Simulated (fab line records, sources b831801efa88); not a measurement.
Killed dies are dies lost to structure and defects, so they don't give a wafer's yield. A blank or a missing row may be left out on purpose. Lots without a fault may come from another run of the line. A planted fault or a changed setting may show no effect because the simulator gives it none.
Split-lot experiment | flow sky130 | 5 lots, 23 wafers read, on a route of 708 steps

THE SPLIT
At SKY_METAL2_SPUTTER_04 (material TiN, target thk 70 nm, time 58.3 s), the setting time_s was moved away from the recipe's 58.3 s on 6 of the 23 wafers read, by -9.1% to +5.9%. The other wafers ran this setting at the recipe's value.

The reading is taken at the split's own step.

THE READING
TiN_of_METAL2_SPUTTER_04.thk_nm (the simulator's own value, which no gauge read), in nm, at SKY_METAL2_SPUTTER_04 (material TiN, target thk 70 nm, time 58.3 s). The file gives no usual value for it. The 17 wafers here that ran the recipe average 70.02 nm, standard deviation 1.1 nm.

wafer  | tool, chamber at the split | time_s as run, s | against the recipe | TiN_of_METAL2_SPUTTER_04.thk_nm, nm | against lot-mates on the recipe
L079.1 | pvd_sputter-02, -          | 58.3             | recipe             | 68.75                               | -
L079.2 | pvd_sputter-02, -          | 61.72            | +5.9%              | 74.13                               | +5.34
L079.3 | pvd_sputter-02, -          | 61.72            | +5.9%              | 73.56                               | +4.78
L079.4 | pvd_sputter-02, -          | 58.3             | recipe             | 68.82                               | -
L079.6 | pvd_sputter-02, -          | 61.72            | +5.9%              | 72.5                                | +3.72
L080.1 | pvd_sputter-03, -          | 58.3             | recipe             | 68.31                               | -
L080.2 | pvd_sputter-03, -          | 58.3             | recipe             | 70.79                               | -
L080.4 | pvd_sputter-03, -          | 58.3             | recipe             | 70.08                               | -
L080.5 | pvd_sputter-03, -          | 58.3             | recipe             | 70.5                                | -
L080.6 | pvd_sputter-03, -          | 58.3             | recipe             | 68.96                               | -
L081.1 | pvd_sputter-02, -          | 58.3             | recipe             | 70.73                               | -
L081.2 | pvd_sputter-02, -          | 58.3             | recipe             | 69.68                               | -
L081.3 | pvd_sputter-02, -          | 58.3             | recipe             | 71.79                               | -
L084.2 | pvd_sputter-02, -          | 58.3             | recipe             | 69.7                                | -
L084.3 | pvd_sputter-02, -          | 58.3             | recipe             | 70.32                               | -
L084.4 | pvd_sputter-02, -          | 58.3             | recipe             | 70.28                               | -
L084.5 | pvd_sputter-02, -          | 58.3             | recipe             | 68.49                               | -
L084.6 | pvd_sputter-02, -          | 58.3             | recipe             | 69.48                               | -
L085.1 | pvd_sputter-01, -          | 58.3             | recipe             | 71.49                               | -
L085.2 | pvd_sputter-01, -          | 53               | -9.1%              | 65.53                               | -6.30
L085.3 | pvd_sputter-01, -          | 53               | -9.1%              | 65.73                               | -6.10
L085.5 | pvd_sputter-01, -          | 58.3             | recipe             | 72.17                               | -
L085.6 | pvd_sputter-01, -          | 53               | -9.1%              | 65.7                                | -6.13

THE FIT
A straight line over all 23 wafers: TiN_of_METAL2_SPUTTER_04.thk_nm changes by +0.511 nm for each +1% of time_s; r = +0.89; the points scatter about the line by 1.1 nm.
The same after taking each lot's own level away (the mean of its wafers on the recipe; 23 wafers): +0.713 nm for each +1%; r = +0.97; scatter 0.73 nm.
On that fit, the largest move of time_s shifts the reading by 6.5 nm.
The lots' own levels span 68.785 to 71.830 nm, that is 2.7 times the standard deviation above.
So the lot-to-lot level changes the slope: the two fits differ.
Check: with one of the wafers moved furthest among these (-9.1%) left out of the fit, the line predicts -6.42 nm for it against its lot-mates. It came out at -6.3 nm against them.

OTHER SPLITS ON THESE WAFERS
These wafers also went through other splits before the reading. Each is held against what the fit with the lots' levels taken away leaves over:
other split on the same wafers          | wafers away from the commonest value | r with TiN_of_METAL2_SPUTTER_04.thk_nm (lot level and that fit taken away)
SKY_LOCAL_INTERCONNECT_ETCH_13 time_s   | 11                                   | +0.17
SKY_METAL1_SPUTTER_03 power_w           | 6                                    | +0.16
SKY_METAL1_COAT_10 resist_thk_nm        | 8                                    | -0.02
SKY_METAL1_DEVELOP_14 develop_time_s    | 12                                   | +0.07
SKY_VIA1_HDPCVD_00 time_s               | 4                                    | +0.08
SKY_VIA1_SPUTTER_20 chamber_pressure_pa | 10                                   | +0.03

THE FILE'S OWN FIT
TiN_of_METAL2_SPUTTER_04.thk_nm changes by +0.711 nm for each +1% of time_s, r = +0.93.
